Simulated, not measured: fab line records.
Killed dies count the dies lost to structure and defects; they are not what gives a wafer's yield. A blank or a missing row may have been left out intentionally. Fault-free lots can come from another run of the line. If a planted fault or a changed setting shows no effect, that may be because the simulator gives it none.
8D (eight disciplines) problem report, filled in by code || flow gf180mcu || the parts of the form that need people (team, actions taken, sign-off) are left out

== 1. WHAT IS WRONG ==
Mean V4_CVD_00_THK at GF_V4_THK_MEAS_01: 308 nm over 3 wafers in 2 lots; fault-free wafers: 600 nm, standard deviation 6.4. Measured from the usual mean, that is -46 standard deviations.
Earliest sighting: wafer L115.1 on film-metro-03 at day 26 23:19. The record has a number at this step for 39 wafers belonging to 13 lots. The rule behind "out" and "out of limits": a value lying over 4 standard deviations away from the usual mean. The other wafers with a number count as sound.

== 2. WHAT IT IS AND WHAT IT IS NOT ==
{"question": "which readings at this step", "is": "V4_CVD_00_THK", "is not": "-"}
{"question": "which lots", "is": "L115, L117", "is not": "L105, L106, L107, L108, L109, L112, L121, L122, L124, L127, L128"}
{"question": "which wafers of those lots", "is": "L115.1, L115.4, L117.2", "is not": "L115.5, L117.1, L117.6"}
{"question": "read on which gauges", "is": "film-metro-01, film-metro-03", "is not": "film-metro-02"}
{"question": "when", "is": "from day 26 23:19", "is not": "up to then (19 sound wafers); but 17 sound wafers of L117, L121, L122, L124, L127, L128 came after"}

== 3. THE SUSPECTS, EACH WITH WHAT RULES IT OUT ==
Counting: if a tool at a process step up to the reading ran every lot that is out, it stays a suspect. Sound lots after the first of them don't rule it out here, since some wafers of a struck lot are sound.
- the gauge at GF_V4_THK_MEAS_01 has been ruled out. Those wafers that are out were read across 2 gauges (film-metro-01, film-metro-03).
- hdpcvd-02 at GF_V4_CVD_00 (deposits SiO2, target thk 600 nm, time 100 s): kept. It ran every lot that is out, first L115 (day 26 23:15); its last sound lot up to then is L109 (day 24 18:17). Out on those wafers are its own readings of sih4-flow-sccm.
- At GF_V4_CVD_00, inside hdpcvd-02: chamber 0 took the wafers that are out, while their sound lot-mates went through chambers 1, 2.
The count leaves hdpcvd-02 at GF_V4_CVD_00.

== 4. THE CAUSE (what the simulator had put in) ==
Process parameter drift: hdpcvd-02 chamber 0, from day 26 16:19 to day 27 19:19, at GF_V4_CVD_00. The setting sih4-flow-sccm was moved by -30, starting from 60. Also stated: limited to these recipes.
Only this tool survived the counting.

== 5. SEQUENCE OF EFFECTS, ordered by route ==
Each row: a reading whose mean over the struck wafers that have a number lies more than 3 standard deviations from the usual. Scope: only readings with a usual standard deviation given in the record; hours: median across lots of the time from each lot's start at the first step in this table that gives one to its start at this step; sigmas: change in usual standard deviations.
{"hours": 0, "step": "GF_V4_CVD_00", "reading": "sih4-flow-sccm", "usual": "60.01 sccm", "on struck wafers": 29.79, "change": -30.22, "sigmas": "-99 or more"}
{"hours": 0, "step": "GF_V4_THK_MEAS_01", "reading": "V4_CVD_00_THK", "usual": "600 nm", "on struck wafers": 308, "change": -292, "sigmas": -46}
The process steps in it:
- GF_V4_CVD_00: deposits SiO2, target thk 600 nm, time 100 s.
Later steps that measure or inspect, where all struck wafers having a row at the step show a number for every such reading and not one has moved that far: GF_V4_BOW_MEAS_05.

== 6. WHAT WOULD HAVE CAUGHT IT SOONER ==
The first out-of-limits reading at a measuring or inspecting step in this record came at day 26 23:19, 7 hours after the fault's start at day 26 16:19.
Tool's own readings at GF_V4_CVD_00, sih4-flow-sccm: out on all struck wafers the step has rows for; an alarm limit on them would have tripped on the first.
Of the lots that are out (2), L117 began GF_V4_CVD_00 on hdpcvd-02 after day 26 23:19. A tool hold placed at that time would have kept it from harm.
